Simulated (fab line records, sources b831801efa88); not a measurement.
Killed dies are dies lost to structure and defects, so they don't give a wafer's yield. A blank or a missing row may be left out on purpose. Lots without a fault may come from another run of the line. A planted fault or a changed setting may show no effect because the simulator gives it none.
Which tool did it? | flow gf180mcu | 13 lots, 39 wafers sampled, at 4 steps of a route of 602

WHAT THE GAUGES READ, wafer by wafer
GF_VT_IMPLANT_OVL_MEAS_40. Usual: VT_IMPLANT_03_OVL -0.2 nm, standard deviation 1.4.
lot  | measured     | on         | VT_IMPLANT_03_OVL (nm) | flag
L774 | day 7 13:13  | overlay-02 | -0.7 -1.5 -1.2         |
L777 | day 8 09:01  | overlay-02 | -1.9 -0.8 -0.4         |
L778 | day 8 15:14  | overlay-01 | 0.7 -0.4 1.0           |
L779 | day 8 22:14  | overlay-01 | 1.2 0.2 -0.5           |
L780 | day 9 04:55  | overlay-02 | -1.9 -0.4 -0.7         |
L783 | day 10 01:14 | overlay-01 | -0.1 0.0 -0.5          |
L784 | day 10 10:14 | overlay-02 | -0.6 0.7 -0.3          |
L787 | day 11 02:56 | overlay-01 | 0.4 0.1 0.5            |
L788 | day 11 08:53 | overlay-01 | 1.7 0.5 0.5            |
L792 | day 12 10:05 | overlay-01 | -0.8 -1.6 0.1          |
L795 | day 13 03:57 | overlay-01 | -125.5 -124.7 -124.7   | OFF
L796 | day 13 12:08 | overlay-02 | -0.6 0.5 -2.4          |
L797 | day 13 19:02 | overlay-02 | -123.6 -123.0 -123.3   | OFF

GF_V2_THK_MEAS_01. Usual: V2_CVD_00_THK 599 nm, standard deviation 6.
lot  | measured     | on            | V2_CVD_00_THK (nm) | flag
L774 | day 18 22:19 | film_metro-01 | 594 603 601        |
L777 | day 20 06:24 | film_metro-04 | 605 607 600        |
L778 | day 20 13:15 | film_metro-03 | 606 599 601        |
L779 | day 21 03:30 | film_metro-04 | 594 598 597        |
L780 | day 21 16:54 | film_metro-01 | 589 589 592        |
L783 | day 23 01:53 | film_metro-03 | 598 595 599        |
L784 | day 23 14:55 | film_metro-01 | 600 598 603        |
L787 | day 24 11:02 | film_metro-01 | 592 592 589        |
L788 | day 24 21:21 | film_metro-03 | 605 600 601        |
L792 | day 25 13:57 | film_metro-03 | 607 601 606        |
L795 | day 26 10:02 | film_metro-01 | 593 589 589        |
L796 | day 26 17:41 | film_metro-04 | 595 594 598        |
L797 | day 27 02:34 | film_metro-01 | 594 591 598        |

WHICH TOOL RAN EACH LOT (tool, then ch and the chambers of the sampled wafers, then the start)
lot  | GF_VT_IMPLANT_EXPOSE_37             | GF_V1_CMP_26
L774 | iline_stepper-02 ch 0, day 7 05:18  | cmp-02 ch 0,2,3, day 17 21:29
L777 | iline_stepper-02 ch 0, day 8 00:51  | cmp-02 ch 0,1,3, day 19 05:01
L778 | iline_stepper-01 ch 0, day 8 07:37  | cmp-02 ch 1,2, day 19 12:12
L779 | iline_stepper-01 ch 0, day 8 14:36  | cmp-02 ch 0,1,3, day 20 02:20
L780 | iline_stepper-02 ch 0, day 8 20:48  | cmp-02 ch 0,1,2, day 20 16:04
L783 | iline_stepper-01 ch 0, day 9 17:03  | cmp-01 ch 0,2,3, day 22 01:21
L784 | iline_stepper-01 ch 0, day 10 01:22 | cmp-01 ch 0,3, day 22 14:29
L787 | iline_stepper-02 ch 0, day 10 18:32 | cmp-02 ch 0,1, day 23 11:12
L788 | iline_stepper-02 ch 0, day 11 00:50 | cmp-01 ch 0,1,3, day 23 21:56
L792 | iline_stepper-02 ch 0, day 12 01:22 | cmp-01 ch 0,2,3, day 24 15:31
L795 | iline_stepper-02 ch 0, day 12 19:01 | cmp-01 ch 2,3, day 25 11:53
L796 | iline_stepper-01 ch 0, day 13 02:53 | cmp-01 ch 1,3, day 25 19:10
L797 | iline_stepper-02 ch 0, day 13 09:37 | cmp-02 ch 1,2, day 26 03:42
- GF_VT_IMPLANT_EXPOSE_37: exposes mask Nwell HV AREA, target cd 860 nm.
- GF_V1_CMP_26: polishes, stops on SiO2, t overpolish 15 s, target thk 0 nm.

WHAT THE TOOLS THEMSELVES READ (means of the sampled wafers that have a number; where no wafer has one, the mark that the record gives instead)
GF_V1_CMP_26. Usual: motor_current_A 11.2 A, standard deviation 0.95; overpolish_run_s 15.000 s, standard deviation 0.0086; platen_rpm 60.00 rpm, standard deviation 0.042; retaining_ring_pressure_frac 1.000, standard deviation 0.0045; time_to_endpoint_s 82 s, standard deviation 3.3.
lot  | tool   | motor_current_A (A) | overpolish_run_s (s) | platen_rpm (rpm) | retaining_ring_pressure_frac | time_to_endpoint_s (s) | flag
L774 | cmp-02 | 11.6                | 14.998               | 59.97            | 0.997                        | 81                     |
L777 | cmp-02 | 11.7                | 14.999               | 59.98            | 1.003                        | 84                     |
L778 | cmp-02 | 12.2                | 15.002               | 59.98            | 0.999                        | 82                     |
L779 | cmp-02 | 11.6                | 15.004               | 60.01            | 1.000                        | 84                     |
L780 | cmp-02 | 11.9                | 15.000               | 60.01            | 1.000                        | 81                     |
L783 | cmp-01 | 10.6                | 14.991               | 60.03            | 0.997                        | 83                     |
L784 | cmp-01 | 10.3                | 14.994               | 60.02            | 0.999                        | 80                     |
L787 | cmp-02 | 12.0                | 15.006               | 60.04            | 0.997                        | 81                     |
L788 | cmp-01 | 9.9                 | 15.008               | 59.97            | 1.004                        | 79                     |
L792 | cmp-01 | 10.6                | 15.001               | 59.97            | 1.001                        | 83                     |
L795 | cmp-01 | 10.2                | 14.992               | 59.95            | 0.996                        | 82                     |
L796 | cmp-01 | 9.4                 | 14.991               | 59.97            | 1.002                        | 83                     |
L797 | cmp-02 | 11.7                | 15.005               | 60.02            | 0.998                        | 79                     |

THE ANSWER, worked out from the rows above alone
Rule: a lot is off if the mean of its wafers that have a number lies more than 3 standard deviations from the usual mean. A lot without any number at a reading at which 4 lots or more have one is off too. The other lots that the step has rows for count as sound. The gauges are gone through in route order, then the tools' own readings, and for those a lot's mean is taken as printed above. The first step at which some lot is off is used, and at that step the reading that is off furthest; a lot without a number counts as furthest.
Off: L795, L797, at GF_VT_IMPLANT_OVL_MEAS_40 (VT_IMPLANT_03_OVL).
A tool fits if, at a process step before that reading, it ran every lot that is off, and no sound lot after the first of them. The gauges at GF_VT_IMPLANT_OVL_MEAS_40 are tried like those tools. One fits: iline_stepper-02 at GF_VT_IMPLANT_EXPOSE_37. Its last sound lot is L792 (day 12 01:22), its first lot that is off L795 (day 12 19:01): a fault that began between those two fits.

WHAT THE SIMULATOR HAD PUT IN
Scanner matching overlay: iline_stepper-02, from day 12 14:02 on, at GF_VT_IMPLANT_EXPOSE_37. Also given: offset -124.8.
Lots struck among those shown: L795, L797. The rule above found the same.
